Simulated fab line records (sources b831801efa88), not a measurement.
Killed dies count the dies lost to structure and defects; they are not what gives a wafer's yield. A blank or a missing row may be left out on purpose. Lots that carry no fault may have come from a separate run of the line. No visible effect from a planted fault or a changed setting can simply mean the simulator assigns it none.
The tool behind it: which one?    flow gf180mcu    7 lots with 21 wafers sampled at 2 steps, on a route of 602 steps

WHAT EACH GAUGE READ, for each wafer
GF_HV_LDD_OVL_MEAS_47.
lot   measured      on          HV_LDD_03_OVL (nm)
L373  day 13 03:00  overlay-02  1.7 1.0 2.4
L376  day 14 01:55  overlay-01  0.2 0.2 0.3
L380  day 15 05:31  overlay-02  1.2 0.5 0.2
L382  day 16 03:13  overlay-01  -0.4 -0.2 0.5
L384  day 16 13:45  overlay-02  -1.5 -2.7 -2.0
L390  day 18 16:44  overlay-02  -2.2 -0.9 -0.2
L393  day 19 17:16  overlay-01  226.7 227.2 226.6 225.7 225.3 224.3

TOOL THAT RAN EACH LOT (tool first, then ch and the chambers of the sampled wafers, then the start)
lot   GF_HV_LDD_EXPOSE_43
L373  iline_stepper-01 ch 0, day 12 17:15
L376  iline_stepper-02 ch 0, day 13 15:31
L380  iline_stepper-01 ch 0, day 14 18:37
L382  iline_stepper-01 ch 0, day 15 15:57
L384  iline_stepper-02 ch 0, day 16 03:20
L390  iline_stepper-02 ch 0, day 18 04:52
L393  iline_stepper-01 ch 0, day 19 05:16
- GF_HV_LDD_EXPOSE_43: exposes mask Pplus HV AREA, target cd 400 nm.

THE ANSWER, worked out from the rows above alone
Rule: what is usual is taken from the lots themselves. Put in order of their means at a reading, lots are off if they are a third of the lots or fewer, leave a main group of 4 or more, and stand apart from it by a gap of 3 or more times the standard deviation of the main group's means; of several such gaps the widest counts. Not used: any main group whose means are identical at the precision the tables above print for the reading. A lot without any number at a reading at which 4 lots or more have one is off too. The other lots that the step has rows for count as sound.
Off: L393, at GF_HV_LDD_OVL_MEAS_47 (HV_LDD_03_OVL). The main group: mean -0.1 nm, standard deviation 1.2.
A tool fits if, at a process step before that reading, it ran every lot that is off, and no sound lot after the first of them. Those tools and the gauges at GF_HV_LDD_OVL_MEAS_47 are tried in the same way. Can't be told from this: 2 tools fit, iline_stepper-01 at GF_HV_LDD_EXPOSE_43, overlay-01 at GF_HV_LDD_OVL_MEAS_47.

WHAT THE SIMULATOR HAD PUT IN
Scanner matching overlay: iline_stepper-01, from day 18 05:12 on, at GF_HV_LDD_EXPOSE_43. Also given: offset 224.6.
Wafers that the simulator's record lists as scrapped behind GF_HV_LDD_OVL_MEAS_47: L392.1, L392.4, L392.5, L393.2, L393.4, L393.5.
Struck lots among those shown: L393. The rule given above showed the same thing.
